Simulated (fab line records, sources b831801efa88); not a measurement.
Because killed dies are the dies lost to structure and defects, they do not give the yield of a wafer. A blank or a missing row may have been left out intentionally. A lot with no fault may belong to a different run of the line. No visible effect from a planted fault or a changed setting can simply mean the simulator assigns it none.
2 desks looking at one fault -- flow sky130 -- every desk sees just its own numbers, and what lay behind them comes last

== METROLOGY DESK ==
What the gauges read, lot by lot, whatever tool the lot ran on: means of the sampled wafers that have a number. The brackets show how far a lot's mean lies from the usual mean; more than 4 standard deviations puts the lot out of limits, marked OUT.
Columns: A = VIA4_HDPCVD_THK at SKY_VIA4_THK_MEAS_01, usual 1747 nm; B = VIA4_OVL at SKY_VIA4_OVL_MEAS_11, usual 0.2 nm
lot,first seen here,A,B
L915,day 41 10:49,1772,-0.1
L919,day 43 19:32,1746,1.3
L921,day 44 00:08,1730,-0.5
L922,day 44 02:22,1737,2.1
L924,day 44 11:36,1747,-0.5
L927,day 45 12:59,1743,1.7
L931,day 46 07:50,1967 (+13) OUT,-2.1
L932,day 46 10:43,1964 (+13) OUT,0.0
L934,day 47 01:44,1965 (+13) OUT,0.7
L935,day 47 03:39,1737,0.5
L937,day 47 11:16,1727,0.2
This desk's result: L931, L932, L934 out of limits, first on L931 (VIA4_HDPCVD_THK at SKY_VIA4_THK_MEAS_01), day 46 07:50. L915, L919, L921, L922, L924, L927, L935, L937 stayed within limits.

== DESK OF THE TOOL OWNER: hdpcvd-01 ==
The tool's own readings at SKY_VIA4_HDPCVD_00 (deposits SiO2, target thk 1750 nm, time 291.7 s): means of the sampled wafers that have a number, for each lot that ran on this tool. The brackets show how far a lot's mean lies from the usual mean; more than 4 standard deviations puts the lot out of limits, marked OUT.
Columns: A = run-length-s at SKY_VIA4_HDPCVD_00, usual 319.7 s; B = sih4-flow-sccm at SKY_VIA4_HDPCVD_00, usual 59.98 sccm
lot,first seen here,A,B
L915,day 41 10:37,320.0,59.90
L919,day 43 19:25,319.7,60.04
L922,day 44 02:11,319.7,60.07
L924,day 44 11:25,320.0,60.09
L927,day 45 12:49,320.3,59.90
L931,day 46 07:43,354.4 (+57) OUT,60.05
L932,day 46 10:35,354.2 (+57) OUT,60.03
L934,day 47 01:34,354.6 (+57) OUT,59.97
This desk's finding: out of limits on L931, L932, L934; first on L931, day 46 07:43 (run-length-s at SKY_VIA4_HDPCVD_00). L915, L919, L922, L924, L927 stayed within limits.

== BROUGHT TOGETHER ==
On L931, L932, L934, at day 46 07:43, an alarm was possible from the tool owner's desk.
The metrology desk could have raised an alarm at day 46 07:50, on L931, L932, L934.
Every lot named ran SKY_VIA4_HDPCVD_00 on hdpcvd-01.

== WHAT THE SIMULATOR PUT IN ==
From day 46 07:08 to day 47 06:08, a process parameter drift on hdpcvd-01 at SKY_VIA4_HDPCVD_00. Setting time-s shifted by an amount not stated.
Lots struck among those shown: L931, L932, L934.
Time in hours from fault onset to the first out-of-limits reading at each desk: tool owner's desk 1, metrology desk 1.
